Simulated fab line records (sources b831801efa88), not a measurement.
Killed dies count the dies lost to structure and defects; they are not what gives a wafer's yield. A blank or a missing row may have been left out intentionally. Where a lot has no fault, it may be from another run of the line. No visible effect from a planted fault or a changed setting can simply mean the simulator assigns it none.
fab line records | flow sfq-line
record: lots: 6 | wafers: 16 | last-day: 81
route steps=325 shown R5@218 I5@228
lots that met no fault: taken from a fault-free run of the same line
start-h: hours from the record's first day to the start of the lot's first wafer shown | wait-h: how many hours have passed since the lot's step before this one | " identical to the entry in the row above | L1.1+2: a row that stands for several wafers | - value missing, or start not given | * or withheld: withheld | < > ~ a bound
route shown NAME@n: a module of which the file shows steps, and the number in the route of the first | usual: the fault-free wafers' mean and standard deviation | same: alike in all rows | chamber/n: place in a boat | sites: each site's reading | _std_site: standard deviation of those values | _edge_site: the outer-site mean with the inner-site mean subtracted | radius-mm: for every site, how far away it sits from the centre of the wafer | mask NAME#n: copy n | behind: the most recent tool/chamber to have shaped the wafer | hold: the reason the lot was held/the length of the hold in hours/how it ended | device: transistor that didn't switch, given as n, p or np | end of line: the tests these same wafers got at the end of their route | where a step has no rows: the recipe by itself | killed: dies lost to structure and defects at the first sort, not the wafer's yield | map: dies across one wafer; x = killed, . = not, _ = none there
set.NAME: the setting as run; set.NAME@STEP: as run at that earlier step | model.NAME: the simulator's own value behind a step, which no gauge read
lots seen at some steps along the route; tables by step, rows by wafer
services: from which hour (start-h, from the record's first day; less than 0 if before it) a tool's chamber was out of use, for how many hours, and why
== steps ==
step: SFQ_TRILAYER_R5_LITHO_COAT_136
recipe: resist: KrF | spin-rpm: 3000 | resist-thk-nm: 600
step: SFQ_TRILAYER_R5_LITHO_SOFTBAKE_140
recipe: temp-c: withheld | time-s: withheld | resist: KrF
step: SFQ_TRILAYER_R5_LITHO_EXPOSE_137
recipe: mask-id: R5 | na: 0.6 | source-shape: conventional | sigma-outer: 0.65 | target-cd-nm: 500 | dose-mj: 14.4
step: SFQ_TRILAYER_R5_LITHO_PEB_139
recipe: peb-temp-c: 115 | peb-time-s: 60 | resist: KrF
step: SFQ_TRILAYER_R5_LITHO_DEVELOP_138
recipe: time-s: 60 | resist: KrF
step: SFQ_R5_OVL_MEAS_935
usual: R5_OVL: -2/4.7
lot.wafer | tool       | chamber | start-h | wait-h | R5_OVL[nm]
L160.3    | overlay-02 | -       | 1430.13 | 0.1    | -6
L160.4    | "          | -       | "       | "      | -3
L160.5    | "          | -       | "       | "      | 2
L161.2    | overlay-02 | -       | 1432.52 | 0.1    | -6
L161.3    | "          | -       | "       | "      | 1
L167.3    | overlay-02 | -       | 1451.17 | 0.1    | -1
L167.4    | "          | -       | "       | "      | -6
L169.1    | overlay-01 | -       | 1611.75 | 0.1    | -1
L169.2    | "          | -       | "       | "      | -3
L169.6    | "          | -       | "       | "      | -2
L171.1    | overlay-01 | -       | 1615.35 | 0.1    | -3
L171.3    | "          | -       | "       | "      | 0
L171.4    | "          | -       | "       | "      | -5
L176.2    | overlay-01 | -       | 1660.97 | 0.1    | -3
L176.4    | "          | -       | "       | "      | -4
L176.6    | "          | -       | "       | "      | -5
step: SFQ_TRILAYER_R5_BARC_OPEN_METAL_ETCH_177
recipe: mask-material: PR | chemistry: O2 | target-depth-nm: 125 | target: BARC | icp-w: 600 | bias-w: 80 | pressure-mtorr: 10 | time-s: 41.7
usual: drypump-motor-current-A: 5.5/0.56 | oes-product-au: 0.685/0.0046
lot.wafer | tool         | chamber | start-h | wait-h | drypump-motor-current-A | oes-product-au | rf-hours-counter-h
L160.3    | rie-metal-04 | 0       | 1430.17 | 0.0    | 5.3                     | 0.687          | -
L160.4    | "            | 1       | "       | "      | 5.0                     | 0.689          | -
L160.5    | "            | 0       | "       | "      | 5.2                     | 0.696          | -
L161.2    | rie-metal-04 | 0       | 1432.55 | 0.0    | 5.3                     | 0.681          | 66
L161.3    | "            | 0       | "       | "      | 5.3                     | 0.685          | -
L167.3    | rie-metal-02 | 0       | 1451.24 | 0.1    | 6.4                     | 0.681          | -
L167.4    | "            | 0       | "       | "      | 6.5                     | 0.688          | -
L169.1    | rie-metal-03 | 0       | 1611.79 | 0.0    | 6.1                     | 0.689          | 39
L169.2    | "            | 1       | "       | "      | 4.9                     | 0.693          | 64
L169.6    | "            | 1       | "       | "      | 4.9                     | 0.679          | -
L171.1    | rie-metal-02 | 1       | 1615.39 | 0.0    | 5.5                     | 0.690          | 27
L171.3    | "            | 1       | "       | "      | 5.6                     | 0.691          | -
L171.4    | "            | 0       | "       | "      | 6.4                     | 0.684          | -
L176.2    | rie-metal-04 | 0       | 1661.00 | 0.0    | 5.3                     | 0.689          | 100
L176.4    | "            | 0       | "       | "      | 5.3                     | 0.683          | -
L176.6    | "            | 1       | "       | "      | 5.0                     | 0.680          | -
step: SFQ_TRILAYER_R5_ETCH_METAL_ETCH_139
recipe: stop-on: SiO2 | mask-material: PR | chemistry: Cl2 | target-depth-nm: 60 | icp-w: 600 | bias-w: 80 | pressure-mtorr: 10 | time-s: 40
usual: drypump-motor-current-A: 5.5/0.56 | oes-product-au: 0.992/0.0052
lot.wafer | tool         | chamber | start-h | wait-h | drypump-motor-current-A | oes-product-au | rf-hours-counter-h
L160.3    | rie-metal-04 | 0       | 1430.23 | 0.0    | 5.3                     | 0.992          | -
L160.4    | "            | 1       | "       | "      | 5.0                     | 0.993          | -
L160.5    | "            | 0       | "       | "      | 5.2                     | 1.005          | -
L161.2    | rie-metal-04 | 0       | 1432.61 | 0.0    | 5.3                     | 1.003          | 66
L161.3    | "            | 0       | "       | "      | 5.3                     | 0.985          | -
L167.3    | rie-metal-02 | 0       | 1451.36 | 0.1    | 6.4                     | 0.998          | -
L167.4    | "            | 0       | "       | "      | 6.4                     | 1.000          | -
L169.1    | rie-metal-03 | 0       | 1611.85 | 0.0    | 6.1                     | 0.987          | 40
L169.2    | "            | 1       | "       | "      | 4.9                     | 0.995          | 64
L169.6    | "            | 1       | "       | "      | 4.9                     | 0.986          | -
L171.1    | rie-metal-02 | 1       | 1615.45 | 0.0    | 5.6                     | 0.993          | 27
L171.3    | "            | 1       | "       | "      | 5.6                     | 0.991          | -
L171.4    | "            | 0       | "       | "      | 6.4                     | 0.988          | -
L176.2    | rie-metal-04 | 0       | 1661.06 | 0.0    | 5.2                     | 0.995          | 100
L176.4    | "            | 0       | "       | "      | 5.2                     | 0.990          | -
L176.6    | "            | 1       | "       | "      | 5.0                     | 0.983          | -
step: SFQ_TRILAYER_R5_STRIP_STRIP_140
recipe: gas: O2 | power-w: 200 | platen-temp-c: 40 | overash-fraction: 0.65 | chemistry: O2 | pressure-mtorr: 50
usual: drypump-motor-current-A: 5.5/0.56 | oes-product-au: 1.003/0.007
same: overash-fraction: 0.65
lot.wafer | tool         | chamber | start-h | wait-h | drypump-motor-current-A | oes-product-au | rf-hours-counter-h
L160.3    | rie-metal-04 | 0       | 1430.47 | 0.2    | 5.2                     | 1.008          | -
L160.4    | "            | 1       | "       | "      | 5.0                     | 0.999          | -
L160.5    | "            | 0       | "       | "      | 5.3                     | 1.015          | -
L161.2    | rie-metal-04 | 0       | 1432.67 | 0.0    | 5.3                     | 1.003          | 66
L161.3    | "            | 0       | "       | "      | 5.3                     | 1.006          | -
L167.3    | rie-metal-02 | 0       | 1451.84 | 0.5    | 6.4                     | 0.995          | -
L167.4    | "            | 0       | "       | "      | 6.4                     | 1.008          | -
L169.1    | rie-metal-03 | 0       | 1611.91 | 0.0    | 6.0                     | 0.994          | 40
L169.2    | "            | 1       | "       | "      | 5.0                     | 0.996          | 64
L169.6    | "            | 1       | "       | "      | 5.0                     | 0.998          | -
L171.1    | rie-metal-02 | 1       | 1615.51 | 0.0    | 5.6                     | 0.994          | 27
L171.3    | "            | 1       | "       | "      | 5.6                     | 0.992          | -
L171.4    | "            | 0       | "       | "      | 6.4                     | 0.989          | -
L176.2    | rie-metal-04 | 0       | 1661.12 | 0.0    | 5.3                     | 1.005          | 100
L176.4    | "            | 0       | "       | "      | 5.2                     | 1.010          | -
L176.6    | "            | 1       | "       | "      | 5.0                     | 1.005          | -
step: SFQ_TRILAYER_R5_STRIP_SOLV_CLEAN_141
recipe: chemistry: NMP | temp-c: 70 | time-s: 600
step: SFQ_TRILAYER_A5C_DEP_PECVD_142
recipe: material: SiO2 | temp-c: 150 | time-s: 15.556 | pressure-torr: 2.4 | rf-w: 183.3 | precursor: SiH4/N2O | target-thk-nm: 70
usual: heater-power-w: 82/21 | throttle-valve-pct: 25.2/1.4
lot.wafer | tool     | chamber | start-h | wait-h | heater-power-w | throttle-valve-pct
L160.3    | pecvd-01 | 1       | 1431.06 | 0.0    | 59             | 24.6
L160.4    | "        | 2       | "       | "      | 120            | 24.1
L160.5    | "        | 0       | "       | "      | 64             | 22.3
L161.2    | pecvd-02 | 0       | 1433.46 | 0.0    | 115            | 25.9
L161.3    | "        | 1       | "       | "      | 82             | 26.4
L167.3    | pecvd-01 | 0       | 1452.83 | 0.0    | 60             | 22.3
L167.4    | "        | 0       | "       | "      | 60             | 22.2
L169.1    | pecvd-01 | 1       | 1612.68 | 0.0    | 65             | 25.4
L169.2    | "        | 2       | "       | "      | 120            | 24.3
L169.6    | "        | 2       | "       | "      | 117            | 24.1
L171.1    | pecvd-02 | 2       | 1616.28 | 0.0    | 87             | 25.3
L171.3    | "        | 0       | "       | "      | 111            | 26.4
L171.4    | "        | 1       | "       | "      | 83             | 26.8
L176.2    | pecvd-03 | 1       | 1661.89 | 0.0    | 81             | 26.5
L176.4    | "        | 2       | "       | "      | 48             | 27.1
L176.6    | "        | 0       | "       | "      | 95             | 25.1
step: SFQ_TRILAYER_I5_LITHO_COAT_149
recipe: resist: BARC | spin-rpm: 3000 | resist-thk-nm: 62
step: SFQ_TRILAYER_I5_LITHO_COAT_144
recipe: resist: KrF | spin-rpm: 3000 | resist-thk-nm: 650
usual: exhaust-pa: 45.2/0.87
lot.wafer | tool           | chamber | start-h | wait-h | exhaust-pa | model.KrF_of_TRILAYER_I5_LITHO_COAT_144.thk-nm
L160.3    | litho-track-01 | 0       | 1431.72 | 0.2    | 45.7       | 649.3
L160.4    | "              | 0       | "       | "      | 44.1       | 650.2
L160.5    | "              | 0       | "       | "      | 43.7       | 649.7
L161.2    | litho-track-03 | 0       | 1433.84 | 0.2    | 45.7       | 652.4
L161.3    | "              | 0       | "       | "      | 46.5       | 616.5
L167.3    | litho-track-03 | 0       | 1453.25 | 0.2    | 45.0       | 618.8
L167.4    | "              | 0       | "       | "      | 44.8       | 654.6
L169.1    | litho-track-04 | 0       | 1613.01 | 0.2    | 44.9       | 649
L169.2    | "              | 0       | "       | "      | 44.2       | 651
L169.6    | "              | 0       | "       | "      | 43.8       | 648.8
L171.1    | litho-track-03 | 0       | 1616.61 | 0.2    | 46.0       | 651.3
L171.3    | "              | 0       | "       | "      | 46.0       | 652
L171.4    | "              | 0       | "       | "      | 45.4       | 650.6
L176.2    | litho-track-01 | 0       | 1662.27 | 0.2    | 44.2       | 649
L176.4    | "              | 0       | "       | "      | 45.2       | 647.2
L176.6    | "              | 0       | "       | "      | 45.5       | 646.7
step: SFQ_TRILAYER_I5_LITHO_SOFTBAKE_148
recipe: temp-c: withheld | time-s: withheld | resist: KrF
step: SFQ_TRILAYER_I5_LITHO_EXPOSE_145
recipe: mask-id: I5 | na: 0.6 | source-shape: conventional | sigma-outer: 0.65 | target-cd-nm: 700 | dose-mj: 21.3
step: SFQ_TRILAYER_I5_LITHO_PEB_147
recipe: peb-temp-c: 115 | peb-time-s: 60 | resist: KrF
step: SFQ_TRILAYER_I5_LITHO_DEVELOP_146
recipe: time-s: 60 | resist: KrF
step: SFQ_I5_OVL_MEAS_936
usual: I5_OVL: -1/4.8
lot.wafer | tool       | chamber | start-h | wait-h | I5_OVL[nm]
L160.3    | overlay-02 | -       | 1455.33 | 0.1    | 4
L160.4    | "          | -       | "       | "      | 3
L160.5    | "          | -       | "       | "      | 1
L161.2    | overlay-02 | -       | 1457.72 | 0.1    | -1
L161.3    | "          | -       | "       | "      | 6
L167.3    | overlay-01 | -       | 1591.29 | 0.1    | -7
L167.4    | "          | -       | "       | "      | -6
L169.1    | overlay-01 | -       | 1646.57 | 0.1    | 5
L169.2    | "          | -       | "       | "      | 5
L169.6    | "          | -       | "       | "      | 4
L171.1    | overlay-01 | -       | 1650.17 | 0.1    | 4
L171.3    | "          | -       | "       | "      | -4
L171.4    | "          | -       | "       | "      | -4
L176.2    | overlay-02 | -       | 1688.21 | 0.1    | 3
L176.4    | "          | -       | "       | "      | -4
L176.6    | "          | -       | "       | "      | 2
step: SFQ_TRILAYER_I5_BARC_OPEN_VIA_ETCH_200
recipe: mask-material: PR | chemistry: O2 | target-depth-nm: 125 | target: BARC | source-w: 500 | bias-w: 80 | pressure-mtorr: 30 | time-s: 41.7
usual: drypump-motor-current-A: 5.8/0.55 | oes-product-au: 0.686/0.0046
lot.wafer | tool        | chamber | start-h | wait-h | drypump-motor-current-A | oes-product-au | rf-hours-counter-h | model.KrF_of_TRILAYER_I5_LITHO_COAT_144.thk-nm
L160.3    | rie-diel-03 | 0       | 1455.35 | 0.0    | 5.1                     | 0.693          | 6                  | 572.6
L160.4    | "           | 3       | "       | "      | 5.2                     | 0.680          | 18                 | 573.1
L160.5    | "           | 3       | "       | "      | 5.2                     | 0.691          | -                  | 572.2
L161.2    | rie-diel-04 | 3       | 1457.75 | 0.0    | 6.2                     | 0.690          | 12                 | 575.3
L161.3    | "           | 2       | "       | "      | 5.7                     | 0.688          | 18                 | 539.2
L167.3    | rie-diel-04 | 2       | 1591.32 | 0.0    | 5.6                     | 0.685          | 20                 | 542
L167.4    | "           | 2       | "       | "      | 5.6                     | 0.696          | -                  | 577.1
L169.1    | rie-diel-01 | 2       | 1646.60 | 0.0    | 5.7                     | 0.690          | 0                  | 572.1
L169.2    | "           | 1       | "       | "      | 4.7                     | 0.687          | 9                  | 573.4
L169.6    | "           | 1       | "       | "      | 4.7                     | 0.691          | -                  | 571.4
L171.1    | rie-diel-01 | 0       | 1650.20 | 0.0    | 5.7                     | 0.681          | 8                  | 573.6
L171.3    | "           | 2       | "       | "      | 5.6                     | 0.681          | 0                  | 575.1
L171.4    | "           | 1       | "       | "      | 4.7                     | 0.680          | 9                  | 572.9
L176.2    | rie-diel-01 | 2       | 1688.24 | 0.0    | 5.6                     | 0.686          | 2                  | 572.8
L176.4    | "           | 0       | "       | "      | 5.7                     | 0.686          | 8                  | 570.7
L176.6    | "           | 3       | "       | "      | 6.5                     | 0.682          | -                  | 569.6
step: SFQ_TRILAYER_I5_ETCH_VIA_ETCH_147
recipe: stop-on: Nb | mask-material: PR | chemistry: CHF3 | target-depth-nm: 360 | source-w: 500 | bias-w: 80 | pressure-mtorr: 30 | time-s: withheld
usual: drypump-motor-current-A: 5.8/0.55 | oes-product-au: 0.990/0.0054
lot.wafer | tool        | chamber | start-h | wait-h | drypump-motor-current-A | oes-product-au
L160.3    | rie-diel-03 | 0       | 1455.39 | 0.0    | 5.1                     | 0.979
L160.4    | "           | 3       | "       | "      | 5.2                     | 0.989
L160.5    | "           | 3       | "       | "      | 5.2                     | 0.993
L161.2    | rie-diel-04 | 3       | 1457.79 | 0.0    | 6.3                     | 0.982
L161.3    | "           | 2       | "       | "      | 5.7                     | 0.985
L167.3    | rie-diel-04 | 2       | 1591.36 | 0.0    | 5.7                     | 0.994
L167.4    | "           | 2       | "       | "      | 5.7                     | 1.001
L169.1    | rie-diel-01 | 2       | 1646.64 | 0.0    | 5.6                     | 0.982
L169.2    | "           | 1       | "       | "      | 4.7                     | 0.991
L169.6    | "           | 1       | "       | "      | 4.7                     | 0.999
L171.1    | rie-diel-01 | 0       | 1650.24 | 0.0    | 5.7                     | 0.991
L171.3    | "           | 2       | "       | "      | 5.7                     | 0.982
L171.4    | "           | 1       | "       | "      | 4.7                     | 0.991
L176.2    | rie-diel-01 | 2       | 1688.28 | 0.0    | 5.7                     | 0.985
L176.4    | "           | 0       | "       | "      | 5.7                     | 0.996
L176.6    | "           | 3       | "       | "      | 6.5                     | 0.988
== services ==
tool         | chamber | start-h | hours | kind
rie-metal-02 | 1       | 1409.21 | 48.8  | repair
rie-diel-04  | 3       | 1414.12 | 7.2   | repair
pecvd-02     | -       | 1416.80 | 14.6  | pm
rie-diel-04  | 1       | 1446.55 | 7.7   | repair
rie-diel-01  | 1       | 1451.93 | 2.8   | repair
rie-metal-04 | 0       | 1467.35 | 1.2   | repair
pecvd-02     | 2       | 1478.37 | 5.5   | repair
rie-diel-03  | 1       | 1485.58 | 1.5   | repair
rie-diel-01  | 3       | 1491.53 | 1.5   | repair
rie-diel-01  | 2       | 1496.29 | 3.1   | repair
rie-diel-04  | -       | 1499.06 | 0.3   | repair
rie-metal-04 | 1       | 1516.00 | 26.5  | repair
rie-diel-04  | 0       | 1529.37 | 6.6   | repair
rie-diel-01  | 2       | 1544.30 | 1.2   | repair
rie-diel-01  | 3       | 1583.32 | 10.3  | repair
pecvd-01     | -       | 1583.55 | 6.9   | repair
rie-diel-04  | 3       | 1587.93 | 18.5  | repair
rie-diel-04  | 2       | 1627.83 | 3.0   | repair
rie-metal-02 | -       | 1642.20 | 0.2   | repair
rie-diel-01  | 1       | 1658.92 | 2.2   | repair
rie-diel-01  | 0       | 1659.52 | 23.0  | repair
rie-diel-01  | 1       | 1671.54 | 7.3   | repair
rie-diel-04  | 0       | 1676.67 | 16.9  | repair
rie-diel-04  | 3       | 1683.20 | 5.0   | repair
== key ==
first-sign none at tools or gauges
model-effect: step: SFQ_TRILAYER_I5_LITHO_COAT_144 | value: KrF_of_TRILAYER_I5_LITHO_COAT_144.thk-nm | without: 651 | struck: 617.6
model-effect: step: SFQ_TRILAYER_I5_BARC_OPEN_VIA_ETCH_200 | value: KrF_of_TRILAYER_I5_LITHO_COAT_144.thk-nm | without: 573.9 | struck: 540.6
met-at SFQ_TRILAYER_I5_LITHO_COAT_144
struck-wafers L161.3,L167.3
fault: kind: process-parameter-drift | tool: litho-track-03 | chamber: - | onset-h: 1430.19 | steps: SFQ_TRILAYER_I5_LITHO_COAT_144 | channel: resist-thk-nm | offset: -33.273 | shape: step | end-h: 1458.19 | scope: struck-wafers-only | acts-in: these-recipes-only | stated: 650
